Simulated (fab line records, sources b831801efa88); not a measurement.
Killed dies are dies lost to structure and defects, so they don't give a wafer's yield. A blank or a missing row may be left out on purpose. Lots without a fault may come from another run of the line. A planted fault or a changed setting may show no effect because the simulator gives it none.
fab line records | flow gf180mcu
record lots=24 wafers=72 last_day=34
route steps=602 shown SAB@273 M1@321 V2@397 V5@542 TOP_METAL@581
lots that met no fault: from a run of the same line without faults
start_h: hours from the record's first day to the start of the lot's first wafer shown | wait_h: hours since the lot's step before | " the same as in the row above | L1.1+2: a row that stands for several wafers | - no value, or no start given | * or withheld: withheld | < > ~ a bound
route shown NAME@n: a module of which the file shows steps, and the number in the route of the first | usual: mean/standard deviation of fault-free wafers | same: alike in all rows | chamber/n: place in a boat | sites: the reading at each site | _std_site: their standard deviation | _edge_site: outer sites' mean less inner sites' | radius_mm: how far each site lies from the wafer's centre | mask NAME#n: copy n | behind: the tool/chamber that last shaped the wafer | hold: why the lot was held/for how many hours/how that ended | device: the transistor (n, p or np) that didn't switch | end of line: the same wafers' tests at the end of the route | a step without rows: its recipe alone | killed: dies lost to structure and defects at the first sort, not the wafer's yield | map: a wafer's dies, x killed, . not, _ none there
set.NAME: the setting as run; set.NAME@STEP: as run at that earlier step | model.NAME: the simulator's own value behind a step, which no gauge read
steps of the route over a sample of lots; a table a step, a row a wafer
services: from which hour (start_h, from the record's first day; less than 0 if before it) a tool's chamber was out of use, for how many hours, and why
## steps
# step GF_SAB_CD_MEAS_09
# recipe target_cd_nm=420
# usual cd_nm=420.6/2.3
# columns lot.wafer tool chamber start_h wait_h cd_nm
L074.2 cd_sem-02 - 335.19 0.1 420.4
L074.5 " - " " 420.8
L074.6 " - " " 423.6
L075.3 cd_sem-02 - 344.72 0.1 418.6
L075.4 " - " " 417.0
L075.5 " - " " 418.7
L076.1 cd_sem-02 - 356.07 0.1 422.7
L076.3 " - " " 422.8
L076.6 " - " " 422.1
L077.1 cd_sem-02 - 359.66 0.1 423.9
L077.5 " - " " 422.9
L077.6 " - " " 423.6
L078.1 cd_sem-01 - 371.08 0.1 418.9
L078.3 " - " " 418.0
L078.4 " - " " 417.2
L079.1 cd_sem-01 - 381.63 0.1 419.9
L079.3 " - " " 422.8
L079.5 " - " " 422.3
L080.1 cd_sem-01 - 391.26 0.1 418.9
L080.3 " - " " 420.1
L080.6 " - " " 421.1
L081.3 cd_sem-01 - 395.30 0.1 417.7
L081.4 " - " " 419.9
L081.5 " - " " 419.4
L082.1 cd_sem-02 - 407.63 0.1 419.3
L082.3 " - " " 418.5
L082.4 " - " " 423.1
L083.1 cd_sem-02 - 417.67 0.1 424.6
L083.4 " - " " 424.7
L083.6 " - " " 424.1
L084.2 cd_sem-01 - 426.43 0.1 421.6
L084.3 " - " " 421.6
L084.4 " - " " 422.6
L085.2 cd_sem-01 - 432.19 0.1 419.4
L085.3 " - " " 420.6
L085.4 " - " " 420.7
L086.1 cd_sem-01 - 441.87 0.1 423.9
L086.4 " - " " 423.6
L086.5 " - " " 421.6
L087.1 cd_sem-01 - 460.21 0.1 421.0
L087.2 " - " " 419.7
L087.6 " - " " 418.9
L088.4 cd_sem-01 - 461.38 0.1 418.2
L088.5 " - " " 420.4
L088.6 " - " " 419.7
L089.1 cd_sem-02 - 475.22 0.1 418.1
L089.5 " - " " 418.3
L089.6 " - " " 416.9
L090.1 cd_sem-01 - 478.23 0.1 421.3
L090.4 " - " " 421.4
L090.6 " - " " 422.6
L091.4 cd_sem-01 - 490.22 0.1 419.7
L091.5 " - " " 418.9
L091.6 " - " " 418.4
L092.1 cd_sem-02 - 493.31 0.1 421.2
L092.2 " - " " 424.3
L092.3 " - " " 423.0
L093.2 cd_sem-02 - 514.84 0.1 421.7
L093.5 " - " " 421.8
L093.6 " - " " 421.1
L094.2 cd_sem-02 - 518.00 0.1 420.8
L094.4 " - " " 420.4
L094.6 " - " " 420.2
L096.1 cd_sem-01 - 523.98 0.1 419.8
L096.3 " - " " 417.7
L096.6 " - " " 419.4
L095.4 cd_sem-01 - 524.43 0.1 419.5
L095.5 " - " " 420.6
L095.6 " - " " 418.5
L097.2 cd_sem-01 - 537.20 0.1 414.6
L097.3 " - " " 415.0
L097.6 " - " " 415.5
# step GF_M1_THK_MEAS_06
# recipe thk_meas_gauge=xrf reads=AlCu_of_M1_SPUTTER_02
# usual M1_ALCU_THK=453/5.3
# columns lot.wafer tool chamber start_h wait_h M1_ALCU_THK[nm]
L074.2 film_metro-04 - 359.59 0.1 451
L074.5 " - " " 450
L074.6 " - " " 455
L075.3 film_metro-03 - 369.30 0.1 452
L075.4 " - " " 458
L075.5 " - " " 454
L076.1 film_metro-01 - 381.27 0.1 451
L076.3 " - " " 450
L076.6 " - " " 450
L077.1 film_metro-01 - 384.63 0.1 441
L077.5 " - " " 444
L077.6 " - " " 443
L078.1 film_metro-01 - 396.66 0.1 446
L078.3 " - " " 456
L078.4 " - " " 453
L079.1 film_metro-03 - 407.92 0.1 456
L079.3 " - " " 457
L079.5 " - " " 457
L080.1 film_metro-01 - 417.94 0.1 449
L080.3 " - " " 446
L080.6 " - " " 450
L081.3 film_metro-03 - 423.33 0.1 452
L081.4 " - " " 452
L081.5 " - " " 451
L082.1 film_metro-01 - 435.15 0.1 451
L082.3 " - " " 455
L082.4 " - " " 447
L083.1 film_metro-04 - 445.13 0.1 452
L083.4 " - " " 450
L083.6 " - " " 448
L084.2 film_metro-01 - 454.79 0.1 446
L084.3 " - " " 445
L084.4 " - " " 450
L085.2 film_metro-04 - 460.81 0.1 451
L085.3 " - " " 447
L085.4 " - " " 450
L086.1 film_metro-03 - 469.17 0.1 458
L086.4 " - " " 457
L086.5 " - " " 455
L087.1 film_metro-01 - 488.01 0.1 453
L087.2 " - " " 452
L087.6 " - " " 458
L088.4 film_metro-03 - 488.99 0.1 461
L088.5 " - " " 458
L088.6 " - " " 458
L089.1 film_metro-03 - 501.99 0.1 453
L089.5 " - " " 460
L089.6 " - " " 458
L090.1 film_metro-04 - 505.09 0.1 450
L090.4 " - " " 454
L090.6 " - " " 452
L091.4 film_metro-03 - 517.13 0.1 460
L091.5 " - " " 466
L091.6 " - " " 464
L092.1 film_metro-04 - 520.36 0.1 457
L092.2 " - " " 457
L092.3 " - " " 461
L093.2 film_metro-04 - 540.73 0.1 452
L093.5 " - " " 450
L093.6 " - " " 444
L094.2 film_metro-03 - 543.78 0.1 464
L094.4 " - " " 462
L094.6 " - " " 467
L096.1 film_metro-03 - 549.59 0.1 454
L096.3 " - " " 448
L096.6 " - " " 449
L095.4 film_metro-03 - 549.97 0.1 448
L095.5 " - " " 453
L095.6 " - " " 449
L097.2 film_metro-04 - 563.06 0.1 454
L097.3 " - " " 452
L097.6 " - " " 458
# step GF_M1_OVL_MEAS_15
# usual M1_OVL=-1/5
# columns lot.wafer tool chamber start_h wait_h M1_OVL[nm]
L074.2 overlay-02 - 381.46 0.1 2
L074.5 " - " " 0
L074.6 " - " " -7
L075.3 overlay-01 - 392.20 0.1 8
L075.4 " - " " 10
L075.5 " - " " 17
L076.1 overlay-01 - 404.40 0.1 2
L076.3 " - " " -1
L076.6 " - " " -4
L077.1 overlay-02 - 407.64 0.1 2
L077.5 " - " " -6
L077.6 " - " " -4
L078.1 overlay-01 - 420.99 0.1 -11
L078.3 " - " " -8
L078.4 " - " " 5
L079.1 overlay-02 - 431.99 0.1 10
L079.3 " - " " 2
L079.5 " - " " 10
L080.1 overlay-01 - 441.86 0.1 -1
L080.3 " - " " 6
L080.6 " - " " 3
L081.3 overlay-02 - 448.42 0.1 2
L081.4 " - " " 4
L081.5 " - " " -4
L082.1 overlay-02 - 460.36 0.1 -3
L082.3 " - " " -3
L082.4 " - " " -6
L083.1 overlay-01 - 470.46 0.1 0
L083.4 " - " " -4
L083.6 " - " " 2
L084.2 overlay-02 - 478.70 0.1 -2
L084.3 " - " " -6
L084.4 " - " " -1
L085.2 overlay-01 - 485.22 0.1 -1
L085.3 " - " " -5
L085.4 " - " " -3
L086.1 overlay-02 - 492.81 0.1 -10
L086.4 " - " " -3
L086.5 " - " " -8
L087.1 overlay-01 - 511.30 0.1 4
L087.2 " - " " -5
L087.6 " - " " -5
L088.4 overlay-02 - 512.40 0.1 -9
L088.5 " - " " -1
L088.6 " - " " -5
L089.1 overlay-02 - 525.44 0.1 -4
L089.5 " - " " -7
L089.6 " - " " -6
L090.1 overlay-02 - 528.49 0.1 -7
L090.4 " - " " -7
L090.6 " - " " -4
L091.4 overlay-01 - 539.92 0.1 1
L091.5 " - " " -1
L091.6 " - " " 4
L092.1 overlay-01 - 543.10 0.1 -1
L092.2 " - " " -2
L092.3 " - " " -1
L093.2 overlay-02 - 563.14 0.1 -2
L093.5 " - " " 1
L093.6 " - " " -6
L094.2 overlay-02 - 566.00 0.1 -5
L094.4 " - " " -6
L094.6 " - " " -4
L096.1 overlay-02 - 571.26 0.1 -2
L096.3 " - " " -5
L096.6 " - " " -9
L095.4 overlay-02 - 572.05 0.1 -8
L095.5 " - " " 2
L095.6 " - " " -6
L097.2 overlay-02 - 584.44 0.1 -1
L097.3 " - " " 2
L097.6 " - " " -4
# step GF_V2_OVL_MEAS_15
# usual V2_OVL=2/5.5
# columns lot.wafer tool chamber start_h wait_h V2_OVL[nm]
L074.2 overlay-01 - 458.17 0.1 -10
L074.5 " - " " -1
L074.6 " - " " -10
L075.3 overlay-01 - 468.57 0.1 -3
L075.4 " - " " 0
L075.5 " - " " -9
L076.1 overlay-01 - 481.06 0.1 9
L076.3 " - " " 6
L076.6 " - " " 0
L077.1 overlay-02 - 485.43 0.1 -4
L077.5 " - " " -7
L077.6 " - " " 1
L078.1 overlay-02 - 498.29 0.1 8
L078.3 " - " " 6
L078.4 " - " " 2
L079.1 overlay-01 - 508.83 0.1 3
L079.3 " - " " -1
L079.5 " - " " 5
L080.1 overlay-02 - 517.54 0.1 -3
L080.3 " - " " -4
L080.6 " - " " -3
L081.3 overlay-01 - 523.77 0.1 6
L081.4 " - " " -2
L081.5 " - " " 7
L082.1 overlay-02 - 534.83 0.1 3
L082.3 " - " " 13
L082.4 " - " " 8
L083.1 overlay-01 - 545.33 0.1 -3
L083.4 " - " " 3
L083.6 " - " " -3
L084.2 overlay-02 - 552.54 0.1 -1
L084.3 " - " " 0
L084.4 " - " " 2
L085.2 overlay-02 - 558.24 0.1 1
L085.3 " - " " -4
L085.4 " - " " 5
L086.1 overlay-02 - 564.89 0.1 9
L086.4 " - " " 2
L086.5 " - " " 5
L087.1 overlay-02 - 582.71 0.1 6
L087.2 " - " " 2
L087.6 " - " " -3
L088.4 overlay-02 - 583.68 0.1 5
L088.5 " - " " 4
L088.6 " - " " 13
L089.1 overlay-02 - 595.78 0.1 6
L089.5 " - " " 11
L089.6 " - " " 1
L090.1 overlay-01 - 598.01 0.1 13
L090.4 " - " " 3
L090.6 " - " " 4
L091.4 overlay-02 - 609.30 0.1 1
L091.5 " - " " 1
L091.6 " - " " 2
L092.1 overlay-02 - 611.94 0.1 -2
L092.2 " - " " 4
L092.3 " - " " -4
L093.2 overlay-02 - 630.93 0.1 -3
L093.5 " - " " -4
L093.6 " - " " 3
L094.2 overlay-02 - 633.66 0.1 1
L094.4 " - " " 5
L094.6 " - " " 0
L096.1 overlay-02 - 638.76 0.1 3
L096.3 " - " " 4
L096.6 " - " " 2
L095.4 overlay-01 - 640.18 0.1 2
L095.5 " - " " 12
L095.6 " - " " 7
L097.2 overlay-02 - 650.76 0.1 1
L097.3 " - " " 2
L097.6 " - " " 7
# step GF_V5_CVD_02
# recipe material=SiO2 target_thk_nm=1450 precursor=TEOS temp_c=400 time_s=163.28 rf_w=600
# usual heater_power_w=681/160
# columns lot.wafer tool chamber start_h wait_h heater_power_w since_wet_clean_h
L074.2 pecvd-03 1 602.65 0.0 876 220
L074.5 " 2 " " 773 -
L074.6 " 1 " " 961 -
L075.3 pecvd-01 2 613.79 0.0 422 647
L075.4 " 0 " " 490 -
L075.5 " 1 " " 752 -
L076.1 pecvd-01 0 623.72 0.1 576 657
L076.3 " 1 " " 860 657
L076.6 " 0 " " 611 -
L077.1 pecvd-01 2 626.36 0.1 429 660
L077.5 " 2 " " 367 -
L077.6 " 1 " " 767 -
L078.1 pecvd-01 0 636.34 0.1 515 670
L078.3 " 1 " " 802 670
L078.4 " 0 " " 571 -
L079.1 pecvd-04 2 646.93 0.1 751 42
L079.3 " 1 " " 815 42
L079.5 " 2 " " 604 -
L080.1 pecvd-03 0 654.09 0.1 702 271
L080.3 " 2 " " 657 271
L080.6 " 1 " " 968 -
L081.3 pecvd-03 0 657.33 0.0 755 274
L081.4 " 0 " " 822 -
L081.5 " 1 " " 969 -
L082.1 pecvd-03 1 668.70 0.1 824 286
L082.3 " 2 " " 637 286
L082.4 " 1 " " 919 -
L083.1 pecvd-04 0 678.20 0.1 717 73
L083.4 " 0 " " 603 -
L083.6 " 2 " " 590 -
L084.2 pecvd-01 1 684.33 0.0 861 718
L084.3 " 2 " " 439 718
L084.4 " 2 " " 359 -
L085.2 pecvd-04 2 689.27 0.0 625 84
L085.3 " 1 " " 768 84
L085.4 " 1 " " 854 -
L086.1 pecvd-01 1 694.59 0.1 745 728
L086.4 " 1 " " 879 -
L086.5 " 2 " " 449 -
L087.1 pecvd-03 0 710.53 0.1 735 328
L087.2 " 1 " " 845 328
L087.6 " 2 " " 753 -
L088.4 pecvd-01 2 712.74 0.1 451 -
L088.5 " 0 " " 588 -
L088.6 " 1 " " 898 -
L089.1 pecvd-04 2 721.85 0.1 708 117
L089.5 " 1 " " 844 -
L089.6 " 0 " " 595 -
L090.1 pecvd-01 0 722.15 0.1 486 756
L090.4 " 1 " " 772 -
L090.6 " 0 " " 578 -
L091.4 pecvd-04 0 734.62 0.1 724 -
L091.5 " 2 " " 594 -
L091.6 " 1 " " 666 -
L092.1 pecvd-01 0 735.03 0.1 597 769
L092.2 " 1 " " 778 769
L092.3 " 2 " " 403 769
L093.2 pecvd-04 0 751.26 0.0 707 146
L093.5 " 0 " " 755 -
L093.6 " 1 " " 674 -
L094.2 pecvd-03 2 752.70 0.0 747 370
L094.4 " 1 " " 767 -
L094.6 " 0 " " 673 -
L096.1 pecvd-03 0 756.18 0.1 710 373
L096.3 " 2 " " 727 373
L096.6 " 1 " " 800 -
L095.4 pecvd-01 0 758.79 0.1 602 -
L095.5 " 2 " " 362 -
L095.6 " 0 " " 482 -
L097.2 pecvd-04 1 766.41 0.0 724 161
L097.3 " 2 " " 674 161
L097.6 " 0 " " 592 -
# step GF_TOP_METAL_CD_MEAS_14
# recipe target_cd_nm=440
# usual cd_nm=440.4/2.6
# columns lot.wafer tool chamber start_h wait_h cd_nm
L074.2 cd_sem-02 - 645.73 0.2 440.5
L074.5 " - " " 441.8
L074.6 " - " " 441.1
L075.3 cd_sem-02 - 655.85 0.1 440.8
L075.4 " - " " 438.7
L075.5 " - " " 439.4
L076.1 cd_sem-02 - 665.36 0.1 445.9
L076.3 " - " " 443.3
L076.6 " - " " 444.3
L077.1 cd_sem-02 - 668.76 0.1 439.2
L077.5 " - " " 437.4
L077.6 " - " " 440.0
L078.1 cd_sem-01 - 678.06 0.1 442.8
L078.3 " - " " 442.7
L078.4 " - " " 442.3
L079.1 cd_sem-02 - 686.99 0.1 439.5
L079.3 " - " " 437.8
L079.5 " - " " 437.8
L080.1 cd_sem-02 - 693.99 0.1 437.6
L080.3 " - " " 435.6
L080.6 " - " " 437.6
L081.3 cd_sem-01 - 697.16 0.3 446.7
L081.4 " - " " 448.3
L081.5 " - " " 446.4
L082.1 cd_sem-01 - 707.14 0.1 436.9
L082.3 " - " " 437.6
L082.4 " - " " 439.0
L083.1 cd_sem-01 - 716.76 0.1 438.5
L083.4 " - " " 439.8
L083.6 " - " " 440.3
L084.2 cd_sem-02 - 722.66 0.1 442.1
L084.3 " - " " 442.6
L084.4 " - " " 440.9
L085.2 cd_sem-01 - 727.03 0.1 437.9
L085.3 " - " " 438.8
L085.4 " - " " 438.0
L086.1 cd_sem-02 - 732.36 0.1 439.2
L086.4 " - " " 439.9
L086.5 " - " " 439.4
L087.1 cd_sem-02 - 746.96 0.1 441.0
L087.2 " - " " 441.6
L087.6 " - " " 442.8
L088.4 cd_sem-01 - 749.62 0.1 442.2
L088.5 " - " " 439.4
L088.6 " - " " 441.4
L089.1 cd_sem-02 - 758.09 0.1 443.8
L089.5 " - " " 442.4
L089.6 " - " " 441.4
L090.1 cd_sem-01 - 758.61 0.1 438.2
L090.4 " - " " 438.8
L090.6 " - " " 436.7
L091.4 cd_sem-01 - 769.02 0.1 439.4
L091.5 " - " " 439.9
L091.6 " - " " 439.1
L092.1 cd_sem-01 - 770.31 0.1 440.7
L092.2 " - " " 439.4
L092.3 " - " " 440.6
L093.2 cd_sem-02 - 785.43 0.1 441.9
L093.5 " - " " 441.8
L093.6 " - " " 444.2
L094.2 cd_sem-01 - 786.08 0.1 440.2
L094.4 " - " " 439.7
L094.6 " - " " 444.5
L096.1 cd_sem-01 - 790.49 0.2 439.8
L096.3 " - " " 440.2
L096.6 " - " " 442.4
L095.4 cd_sem-01 - 792.30 0.1 438.3
L095.5 " - " " 436.3
L095.6 " - " " 436.7
L097.2 cd_sem-02 - 799.26 0.1 440.1
L097.3 " - " " 440.3
L097.6 " - " " 439.8
## services
# columns tool chamber start_h hours kind
pecvd-04 - 582.04 1.8 repair
pecvd-01 0 590.83 5.3 repair
pecvd-04 - 591.12 14.0 pm
pecvd-04 0 591.12 14.0 vent_cycle
pecvd-04 1 591.12 14.0 vent_cycle
pecvd-04 2 591.12 14.0 vent_cycle
pecvd-04 0 605.12 - clean
pecvd-04 1 605.12 - clean
pecvd-04 2 605.12 - clean
pecvd-03 2 637.08 15.2 repair
pecvd-04 - 640.35 1.7 repair
pecvd-03 - 679.91 1.2 repair
pecvd-03 0 696.68 3.5 repair
pecvd-01 1 753.64 15.8 repair
pecvd-04 - 757.76 1.4 repair
pecvd-01 - 764.80 14.6 pm
pecvd-03 - 765.90 2.8 pm
## key
fault none
